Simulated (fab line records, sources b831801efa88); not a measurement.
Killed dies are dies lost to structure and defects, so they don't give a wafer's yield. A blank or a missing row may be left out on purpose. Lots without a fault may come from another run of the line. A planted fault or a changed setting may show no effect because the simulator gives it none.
Which tool did it? | flow sfq_line | 14 lots, 42 wafers sampled, at 6 steps of a route of 325

WHAT THE GAUGES READ, wafer by wafer
SFQ_L0_RS_MEAS_901: measures by four-point-probe.
lot  | measured    | on            | L0_MONX_KI_RS (ohm/sq)
L414 | day 1 12:37 | film_metro-04 | 43.8 43.3 43.8
L415 | day 1 17:34 | film_metro-04 | 44.6 43.8 43.9
L416 | day 1 22:34 | film_metro-02 | 43.6 43.2 44.0
L418 | day 2 08:34 | film_metro-03 | 42.9 43.3 44.5
L419 | day 2 13:35 | film_metro-02 | 42.6 42.9 43.4
L420 | day 2 18:34 | film_metro-02 | 43.9 43.4 43.4
L421 | day 2 23:34 | film_metro-03 | 43.2 43.1 43.5
L422 | day 3 04:35 | film_metro-04 | 87.0 43.6 43.9
L424 | day 3 14:35 | film_metro-02 | 86.1 42.7 43.1
L425 | day 3 19:34 | film_metro-03 | 43.8 43.2 43.6
L432 | day 5 06:36 | film_metro-04 | 44.0 44.0 43.7
L433 | day 5 11:34 | film_metro-04 | 42.9 43.2 43.2
L436 | day 6 02:34 | film_metro-04 | 43.9 44.1 44.7
L437 | day 6 07:34 | film_metro-03 | 43.8 43.5 43.7

SFQ_L0_THK_MEAS_902: measures by xrf.
lot  | measured    | on            | L0_MONX_KI_THK (nm)
L414 | day 1 12:43 | film_metro-04 | 40.3 40.9 39.9
L415 | day 1 17:41 | film_metro-04 | 39.2 40.1 39.7
L416 | day 1 22:41 | film_metro-02 | 39.9 40.5 40.0
L418 | day 2 08:41 | film_metro-03 | 41.0 40.6 39.3
L419 | day 2 13:41 | film_metro-02 | 41.1 40.7 40.6
L420 | day 2 18:41 | film_metro-02 | 40.0 40.4 40.4
L421 | day 2 23:41 | film_metro-03 | 40.5 40.7 40.1
L422 | day 3 04:41 | film_metro-04 | 20.1 40.2 40.0
L424 | day 3 14:41 | film_metro-02 | 20.4 41.0 40.6
L425 | day 3 19:41 | film_metro-03 | 40.1 40.5 40.2
L432 | day 5 06:42 | film_metro-04 | 40.1 39.7 40.1
L433 | day 5 11:41 | film_metro-04 | 40.9 40.6 40.9
L436 | day 6 02:41 | film_metro-04 | 40.2 39.9 39.4
L437 | day 6 07:41 | film_metro-03 | 40.0 40.4 40.1

SFQ_M1_OVL_MEAS_911.
lot  | measured     | on         | M1_OVL (nm)
L414 | day 18 15:32 | overlay-01 | 3 -3 -3
L415 | day 18 20:26 | overlay-01 | -12 -8 -4
L416 | day 19 02:26 | overlay-02 | 9 6 7
L418 | day 20 15:46 | overlay-01 | -6 0 -5
L419 | day 20 21:47 | overlay-01 | -3 -3 -3
L420 | day 21 01:22 | overlay-01 | 8 7 3
L421 | day 21 13:17 | overlay-02 | 8 7 5
L422 | day 22 01:39 | overlay-02 | 1 2 1
L424 | day 22 22:03 | overlay-02 | -3 -3 0
L425 | day 23 04:19 | overlay-02 | 1 4 1
L432 | day 27 12:58 | overlay-02 | 1 7 4
L433 | day 30 02:26 | overlay-02 | -5 -4 -5
L436 | day 33 16:17 | overlay-02 | 1 1 2
L437 | day 34 12:48 | overlay-01 | 0 -7 -8

SFQ_I5_OVL_MEAS_936.
lot  | measured     | on         | I5_OVL (nm)
L414 | day 69 10:17 | overlay-02 | -1 -8 -4
L415 | day 69 13:53 | overlay-02 | -6 0 -5
L416 | day 69 15:05 | overlay-02 | -2 1 -1
L418 | day 69 18:41 | overlay-02 | -5 -3 1
L419 | day 69 19:53 | overlay-02 | -11 -9 -9
L420 | day 69 21:05 | overlay-02 | 10 5 7
L421 | day 70 06:19 | overlay-02 | 0 3 1
L422 | day 70 16:53 | overlay-02 | 0 -3 -2
L424 | day 73 00:31 | overlay-02 | 2 4 5
L425 | day 76 08:57 | overlay-01 | -4 -4 0
L432 | day 78 10:20 | overlay-01 | -3 -7 -16
L433 | day 78 11:31 | overlay-01 | -5 -8 -5
L436 | day 79 10:15 | overlay-02 | 1 7 -1
L437 | day 79 13:51 | overlay-02 | -11 -13 -9

WHICH TOOL RAN EACH LOT (tool, then ch and the chambers of the sampled wafers, then the start)
lot  | SFQ_TRILAYER_L0_DEP_SPUTTER_003 | SFQ_TRILAYER_L0_ETCH_METAL_ETCH_008
L414 | pvd_sputter-06, day 1 12:29     | rie_metal-03 ch 0,1, day 4 01:50
L415 | pvd_sputter-06, day 1 17:29     | rie_metal-03 ch 0,1, day 4 07:50
L416 | pvd_sputter-05, day 1 22:29     | rie_metal-01 ch 0,1, day 4 16:14
L418 | pvd_sputter-06, day 2 08:29     | rie_metal-03 ch 0,1, day 5 03:02
L419 | pvd_sputter-06, day 2 13:29     | rie_metal-03 ch 0,1, day 5 07:50
L420 | pvd_sputter-04, day 2 18:29     | rie_metal-01 ch 0,1, day 5 16:14
L421 | pvd_sputter-05, day 2 23:29     | rie_metal-04 ch 0, day 6 03:04
L422 | pvd_sputter-06, day 3 04:29     | rie_metal-01 ch 0, day 6 10:13
L424 | pvd_sputter-06, day 3 14:29     | rie_metal-03 ch 0,1, day 6 21:01
L425 | pvd_sputter-05, day 3 19:29     | rie_metal-04 ch 1, day 7 01:59
L432 | pvd_sputter-04, day 5 06:29     | rie_metal-04 ch 0,1, day 9 05:27
L433 | pvd_sputter-05, day 5 11:29     | rie_metal-03 ch 0,1, day 9 09:02
L436 | pvd_sputter-04, day 6 02:29     | rie_metal-03 ch 0,1, day 10 00:38
L437 | pvd_sputter-05, day 6 07:29     | rie_metal-03 ch 1, day 10 06:41
- SFQ_TRILAYER_L0_DEP_SPUTTER_003: material MoNx KI, target thk 40 nm, time 100 s.
- SFQ_TRILAYER_L0_ETCH_METAL_ETCH_008: etches MoNx KI in SF6/O2, stops on SiO2, target depth 50 nm, time 25 s.

WHAT THE TOOLS THEMSELVES READ (means of the sampled wafers that have a number; where no wafer has one, the mark that the record gives instead)
SFQ_TRILAYER_L0_DEP_SPUTTER_003.
lot  | tool           | throttle_valve_pct (%)
L414 | pvd_sputter-06 | 30.9
L415 | pvd_sputter-06 | 30.3
L416 | pvd_sputter-05 | 30.2
L418 | pvd_sputter-06 | 30.4
L419 | pvd_sputter-06 | 30.6
L420 | pvd_sputter-04 | 29.1
L421 | pvd_sputter-05 | 30.2
L422 | pvd_sputter-06 | 30.7
L424 | pvd_sputter-06 | 30.2
L425 | pvd_sputter-05 | 30.4
L432 | pvd_sputter-04 | 29.9
L433 | pvd_sputter-05 | 30.2
L436 | pvd_sputter-04 | 28.1
L437 | pvd_sputter-05 | 30.3

SFQ_TRILAYER_L0_ETCH_METAL_ETCH_008.
lot  | tool         | drypump_motor_current_A (A) | oes_product_au (a.u.)
L414 | rie_metal-03 | 5.4                         | 0.875
L415 | rie_metal-03 | 5.4                         | 0.870
L416 | rie_metal-01 | 5.5                         | 0.869
L418 | rie_metal-03 | 5.6                         | 0.875
L419 | rie_metal-03 | 5.6                         | 0.880
L420 | rie_metal-01 | 5.8                         | 0.871
L421 | rie_metal-04 | 5.4                         | 0.877
L422 | rie_metal-01 | 5.3                         | 0.789
L424 | rie_metal-03 | 5.4                         | 0.799
L425 | rie_metal-04 | 5.5                         | 0.871
L432 | rie_metal-04 | 5.4                         | 0.868
L433 | rie_metal-03 | 5.4                         | 0.881
L436 | rie_metal-03 | 5.7                         | 0.870
L437 | rie_metal-03 | 5.1                         | 0.871

THE ANSWER, worked out from the rows above alone
Rule: what is usual is taken from the lots themselves. Put in order of their means at a reading, lots are off if they are a third of the lots or fewer, leave a main group of 4 or more, and stand apart from it by a gap of 3 or more times the standard deviation of the main group's means; of several such gaps the widest counts. A main group whose means are all the same, to the digits that the tables above print for the reading, isn't used. A lot without any number at a reading at which 4 lots or more have one is off too. The other lots that the step has rows for count as sound. The gauges are gone through in route order, then the tools' own readings, and for those a lot's mean is taken as printed above. The first step at which some lot is off is used, and at that step the reading that is off furthest; a lot without a number counts as furthest.
Off: L422, L424, at SFQ_L0_RS_MEAS_901 (L0_MONX_KI_RS). The main group: mean 43.6 ohm/sq, standard deviation 0.36.
A tool fits if, at a process step before that reading, it ran every lot that is off, and no sound lot after the first of them. The gauges at SFQ_L0_RS_MEAS_901 aren't tried: what is off there is off at SFQ_TRILAYER_L0_ETCH_METAL_ETCH_008 too, on other tools, and a gauge's error can't cause that. One fits: pvd_sputter-06 at SFQ_TRILAYER_L0_DEP_SPUTTER_003. Its last sound lot is L419 (day 2 13:29), its first lot that is off L422 (day 3 04:29): a fault that began between those two fits.

WHAT THE SIMULATOR HAD PUT IN
Process parameter drift: pvd_sputter-06, from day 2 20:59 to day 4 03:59, at SFQ_TRILAYER_L0_DEP_SPUTTER_003. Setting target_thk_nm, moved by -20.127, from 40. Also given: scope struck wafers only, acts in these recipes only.
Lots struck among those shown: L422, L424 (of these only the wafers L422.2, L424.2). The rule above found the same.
